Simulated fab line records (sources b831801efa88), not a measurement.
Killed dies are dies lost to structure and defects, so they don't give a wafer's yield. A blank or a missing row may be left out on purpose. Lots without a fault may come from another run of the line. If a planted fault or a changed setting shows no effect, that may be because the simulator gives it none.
fab line records	flow gf180mcu
record lots=13	wafers=39	lastDay=34
route steps=602 shown LVPWELL@64 VT_IMPLANT@109 HV_LDD@231 NSD@242
lots with no fault: from the same line, run without faults
startH: start of the lot's first displayed wafer, in hours after the record's first day	waitH: how many hours have passed since the lot's step before this one	" unchanged from the row above	L1.1+2: several wafers, shown together as one row	- either no value or no given start	* or withheld: withheld	< > ~ a bound
route shown NAME@n: names a module that has steps shown in the file, with the first one's number in the route	usual: mean/standard deviation taken from wafers without a fault	same: alike in all rows	chamber/n: place in a boat	sites: readings site by site	_std_site: the standard deviation of these	_edge_site: the outer-site mean with the inner-site mean subtracted	radiusMm: for every site, how far away it sits from the centre of the wafer	mask NAME#n: copy n	behind: tool/chamber where the wafer was last shaped	hold: what put the lot on hold/how long, in hours/how the hold closed	device: transistor that didn't switch, given as n, p or np	end of line: at the end of the route, the tests of the same wafers	a step given without rows: its recipe and nothing more	killed: dies that structure and defects cost at the first sort, which is not the same as the wafer's yield	map: dies across one wafer; x = killed, . = not, _ = none there
set.NAME: the setting the step ran with; set.NAME@STEP: the setting that earlier step ran with	model.NAME: the simulator's own value behind a step, which no gauge read
steps of the route over a sample of lots; a table a step, a row a wafer
services: a tool's chamber out of use, with start hour (startH, from the record's first day; less than 0 if before it), hours out, and reason
## steps
# step GF_LVPWELL_STRIP_10
# recipe chemistry=O2/N2	powerW=1400	pressureMtorr=1500	platenTempC=250	o2FlowSccm=3000	n2FlowSccm=300	overashFraction=0.5
# usual chamberPressureMTorr=1500.1/1.4	drypumpMotorCurrentA=5.7/0.53	heaterPowerW=351/31	n2FlowSccm=300.1/0.88	oesProductAu=0.722/0.0046	platenTempC=250.02/0.18	stripTimeToEndpointS=37.01/0.11
# same overashFraction=0.5
lot.wafer	tool	chamber	startH	waitH	chamberPressureMTorr	drypumpMotorCurrentA	heaterPowerW	n2FlowSccm	oesProductAu	platenTempC	rfHoursCounterH	stripTimeToEndpointS
L828.3	plasmaAsher-02	1	79.25	0.1	1500.9	6.0	343	300.0	0.723	249.89	-	37.05
L828.5	"	1	"	"	1497.9	6.1	333	300.7	0.722	249.74	-	36.92
L828.6	"	0	"	"	1499.3	5.2	344	302.4	0.728	250.27	-	37.00
L830.1	plasmaAsher-02	1	93.67	0.1	1501.1	6.1	338	300.4	0.715	249.93	44	37.27
L830.2	"	0	"	"	1499.8	5.2	345	301.1	0.723	249.90	44	37.29
L830.4	"	1	"	"	1498.6	6.0	333	300.1	0.728	249.98	-	37.11
L831.2	plasmaAsher-01	0	97.17	0.1	1500.0	6.4	382	299.5	0.729	250.26	39	37.12
L831.3	"	1	"	"	1499.6	5.7	364	299.4	0.724	249.96	-	37.20
L831.4	"	0	"	"	1502.0	6.5	382	299.9	0.722	250.24	-	37.16
L833.1	plasmaAsher-01	1	110.21	0.1	1499.0	5.6	376	301.5	0.723	249.98	40	37.16
L833.3	"	0	"	"	1499.6	6.5	372	298.8	0.729	249.84	-	37.10
L833.6	"	0	"	"	1500.7	6.5	386	299.1	0.721	249.98	-	37.20
L834.3	plasmaAsher-04	0	119.24	0.1	1502.6	5.7	309	299.9	0.719	249.87	-	36.84
L834.5	"	1	"	"	1500.7	4.8	283	298.8	0.723	250.13	-	36.84
L834.6	"	0	"	"	1500.0	5.7	310	299.9	0.722	250.04	-	36.79
L836.4	plasmaAsher-01	0	131.92	0.1	1497.7	6.5	385	300.9	0.727	249.90	-	36.98
L836.5	"	0	"	"	1499.9	6.5	393	300.8	0.717	249.73	-	37.02
L836.6	"	1	"	"	1500.2	5.6	374	301.5	0.713	249.76	-	36.99
L837.3	plasmaAsher-04	0	140.49	0.1	1499.2	5.7	303	299.2	0.721	249.98	-	36.92
L837.4	"	1	"	"	1500.3	4.8	288	300.5	0.718	249.95	-	36.91
L837.5	"	0	"	"	1500.6	5.7	321	299.3	0.719	249.94	-	36.92
L838.1	plasmaAsher-02	1	141.11	0.1	1498.7	6.1	355	300.2	0.722	249.96	2	37.10
L838.5	"	1	"	"	1501.1	6.1	357	299.2	0.734	250.12	-	37.04
L838.6	"	0	"	"	1499.8	5.2	370	299.8	0.720	249.83	-	37.00
L841.3	plasmaAsher-02	1	150.89	0.1	1500.5	6.0	361	301.0	0.727	250.28	-	36.99
L841.4	"	0	"	"	1502.1	5.2	369	298.9	0.723	250.12	-	36.96
L841.6	"	0	"	"	1500.6	5.2	365	299.0	0.720	250.07	-	37.03
L840.3	plasmaAsher-02	0	151.87	0.1	1500.3	5.2	363	299.9	0.722	250.05	-	37.02
L840.4	"	1	"	"	1498.9	6.0	349	300.1	0.725	249.75	-	37.09
L840.5	"	0	"	"	1499.6	5.2	366	299.5	0.722	249.94	-	36.97
L842.4	plasmaAsher-01	1	160.89	0.1	1498.3	5.6	361	301.3	0.715	250.33	-	36.91
L842.5	"	0	"	"	1499.6	6.5	381	300.0	0.718	250.02	-	37.01
L842.6	"	1	"	"	1501.6	5.7	365	301.0	0.732	250.22	-	37.05
L847.3	plasmaAsher-04	0	187.84	0.1	1500.8	5.7	305	300.4	0.718	250.11	-	36.85
L847.4	"	1	"	"	1501.3	4.8	292	301.1	0.724	249.94	-	36.85
L847.5	"	0	"	"	1502.0	5.7	305	299.6	0.728	249.73	-	36.85
L848.4	plasmaAsher-01	0	194.05	0.1	1498.9	6.5	395	302.3	0.723	250.08	-	37.06
L848.5	"	1	"	"	1502.6	5.6	364	299.6	0.721	250.07	-	37.12
L848.6	"	0	"	"	1498.7	6.5	391	300.5	0.723	249.84	-	37.16
# step GF_VT_IMPLANT_IMPLANT_19
# recipe species=As	energyKev=100	doseCm2=4.35e+12	tiltDeg=7
lot.wafer	tool	chamber	startH	waitH
L828.3+5+6	implanter-01	0	134.26	0.1
L830.1+2+4	implanter-04	0	150.24	0.0
L831.2+3+4	implanter-04	0	155.78	0.0
L833.1+3+6	implanter-01	0	169.61	0.0
L834.3+5+6	implanter-01	0	182.29	0.1
L836.4+5+6	implanter-04	0	196.18	0.1
L837.3+4+5	implanter-04	0	206.56	0.1
L838.1+5+6	implanter-04	0	207.16	0.0
L841.3+4+6	implanter-03	0	218.41	0.1
L840.3+4+5	implanter-03	0	219.04	0.1
L842.4+5+6	implanter-03	0	228.51	0.1
L842.4+5+6	implanter-03	0	228.83	0.3
L847.3+4+5	implanter-03	0	258.70	0.1
L847.3+4+5	implanter-03	0	259.02	0.3
L848.4+5+6	implanter-04	0	265.88	0.1
# step GF_VT_IMPLANT_TW_MEAS_21
# usual VT_IMPLANT_2_TW=1216/8.2
lot.wafer	tool	chamber	startH	waitH	VT_IMPLANT_2_TW
L828.3	filmMetro-03	-	134.48	0.1	1223
L828.5	"	-	"	"	1217
L828.6	"	-	"	"	1217
L830.1	filmMetro-04	-	150.49	0.1	1215
L830.2	"	-	"	"	1206
L830.4	"	-	"	"	1210
L831.2	filmMetro-01	-	156.02	0.1	1215
L831.3	"	-	"	"	1207
L831.4	"	-	"	"	1208
L833.1	filmMetro-04	-	169.86	0.1	1219
L833.3	"	-	"	"	1221
L833.6	"	-	"	"	1221
L834.3	filmMetro-04	-	182.51	0.1	1223
L834.5	"	-	"	"	1218
L834.6	"	-	"	"	1213
L836.4	filmMetro-04	-	196.38	0.1	1215
L836.5	"	-	"	"	1224
L836.6	"	-	"	"	1220
L837.3	filmMetro-03	-	206.78	0.1	1218
L837.4	"	-	"	"	1217
L837.5	"	-	"	"	1223
L838.1	filmMetro-04	-	207.41	0.1	1225
L838.5	"	-	"	"	1224
L838.6	"	-	"	"	1217
L841.3	filmMetro-04	-	218.63	0.1	1225
L841.4	"	-	"	"	1221
L841.6	"	-	"	"	1224
L840.3	filmMetro-01	-	219.26	0.1	1205
L840.4	"	-	"	"	1203
L840.5	"	-	"	"	1199
L842.4	filmMetro-01	-	229.03	0.1	1497
L842.5	"	-	"	"	1503
L842.6	"	-	"	"	1497
L847.3	filmMetro-01	-	259.28	0.1	1495
L847.4	"	-	"	"	1501
L847.5	"	-	"	"	1500
L848.4	filmMetro-01	-	266.09	0.1	1199
L848.5	"	-	"	"	1204
L848.6	"	-	"	"	1200
# step GF_HV_LDD_THK_MEAS_55
# recipe reads=SiO2_of_HV_LDD_CVD_54
# usual HV_LDD_CVD_54_THK=10.01/0.14
lot.wafer	tool	chamber	startH	waitH	HV_LDD_CVD_54_THK[nm]
L828.3	filmMetro-01	-	283.71	0.0	9.79
L828.5	"	-	"	"	9.92
L828.6	"	-	"	"	9.92
L830.1	filmMetro-02	-	304.98	0.0	10.04
L830.2	"	-	"	"	10.06
L830.4	"	-	"	"	9.99
L831.2	filmMetro-04	-	309.18	0.0	10.05
L831.3	"	-	"	"	9.97
L831.4	"	-	"	"	10.04
L833.1	filmMetro-01	-	329.63	0.0	10.01
L833.3	"	-	"	"	10.03
L833.6	"	-	"	"	10.00
L834.3	filmMetro-02	-	350.29	0.0	10.16
L834.5	"	-	"	"	10.16
L834.6	"	-	"	"	10.19
L836.4	filmMetro-02	-	361.60	0.0	9.81
L836.5	"	-	"	"	9.77
L836.6	"	-	"	"	9.84
L837.3	filmMetro-02	-	375.89	0.0	9.84
L837.4	"	-	"	"	9.82
L837.5	"	-	"	"	9.89
L838.1	filmMetro-02	-	378.38	0.0	10.01
L838.5	"	-	"	"	10.00
L838.6	"	-	"	"	10.16
L841.3	filmMetro-01	-	392.94	0.0	10.30
L841.4	"	-	"	"	10.24
L841.6	"	-	"	"	10.07
L840.3	filmMetro-02	-	398.78	0.0	9.95
L840.4	"	-	"	"	9.91
L840.5	"	-	"	"	9.84
L842.4	filmMetro-01	-	405.13	0.0	9.83
L842.5	"	-	"	"	9.86
L842.6	"	-	"	"	9.95
L847.3	filmMetro-04	-	443.92	0.0	9.87
L847.4	"	-	"	"	9.87
L847.5	"	-	"	"	10.01
L848.4	filmMetro-04	-	452.62	0.0	10.03
L848.5	"	-	"	"	10.10
L848.6	"	-	"	"	9.90
# step GF_NSD_CD_MEAS_07
# recipe targetCdNm=400
# usual cdNm=399.7/2.4
lot.wafer	tool	chamber	startH	waitH	cdNm
L828.3	cdSem-01	-	306.36	0.1	400.7
L828.5	"	-	"	"	402.0
L828.6	"	-	"	"	405.1
L830.1	cdSem-01	-	327.72	0.1	401.4
L830.2	"	-	"	"	400.3
L830.4	"	-	"	"	398.9
L831.2	cdSem-02	-	330.89	0.1	399.2
L831.3	"	-	"	"	398.4
L831.4	"	-	"	"	400.2
L833.1	cdSem-01	-	353.57	0.1	396.6
L833.3	"	-	"	"	395.2
L833.6	"	-	"	"	395.6
L834.3	cdSem-01	-	373.56	0.1	400.3
L834.5	"	-	"	"	400.4
L834.6	"	-	"	"	402.7
L836.4	cdSem-02	-	385.68	0.1	399.2
L836.5	"	-	"	"	398.0
L836.6	"	-	"	"	398.2
L837.3	cdSem-02	-	400.81	0.1	396.9
L837.4	"	-	"	"	399.6
L837.5	"	-	"	"	399.6
L838.1	cdSem-01	-	403.12	0.1	394.8
L838.5	"	-	"	"	396.3
L838.6	"	-	"	"	393.6
L841.3	cdSem-01	-	419.16	0.1	399.7
L841.4	"	-	"	"	399.8
L841.6	"	-	"	"	401.1
L840.3	cdSem-01	-	425.36	0.1	399.3
L840.4	"	-	"	"	403.3
L840.5	"	-	"	"	400.8
L842.4	cdSem-01	-	430.36	0.1	400.9
L842.5	"	-	"	"	402.1
L842.6	"	-	"	"	401.7
L847.3	cdSem-01	-	468.61	0.1	396.8
L847.4	"	-	"	"	396.7
L847.5	"	-	"	"	397.0
L848.4	cdSem-02	-	478.87	0.1	400.5
L848.5	"	-	"	"	400.8
L848.6	"	-	"	"	403.0
## services
tool	chamber	startH	hours	kind
implanter-01	-	56.09	1.0	repair
plasmaAsher-04	-	103.48	4.2	repair
plasmaAsher-02	-	108.75	9.0	pm
plasmaAsher-02	0	108.75	9.0	ventCycle
plasmaAsher-02	1	108.75	9.0	ventCycle
implanter-04	-	115.88	5.5	repair
plasmaAsher-02	0	117.75	-	clean
plasmaAsher-02	1	117.75	-	clean
implanter-03	-	126.45	56.8	repair
plasmaAsher-01	-	181.17	1.0	repair
plasmaAsher-04	-	211.53	2.8	repair
implanter-04	-	227.43	3.6	pm
plasmaAsher-04	-	228.34	2.5	repair
plasmaAsher-04	-	261.77	2.8	pm
## key
firstSign step=GF_VT_IMPLANT_IMPLANT_19	reading=visit	direction=added
effect step=GF_VT_IMPLANT_TW_MEAS_21	reading=VT_IMPLANT_2_TW	direction=up	sigmas=35	usual=1216	struck=1499
metAt GF_VT_IMPLANT_IMPLANT_19
struckLots L842,L847
testerLeftOut L842,L847
notActingAt GF_LVPWELL_STRIP_10,GF_HV_LDD_THK_MEAS_55,GF_NSD_CD_MEAS_07
fault kind=repeatedStepWhole	tool=implanter-01,implanter-03,implanter-04	chamber=-	onsetH=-	steps=GF_VT_IMPLANT_IMPLANT_19	times=1	scope=struckLotsOnly
# testerLeftOut: of these lots the tester's yield and bins aren't shown, on N5 and GAA mostly nor the transistor test; their killed dies are dies lost to structure and defects alone, not to doping, threshold or leakage, so they don't give the yield
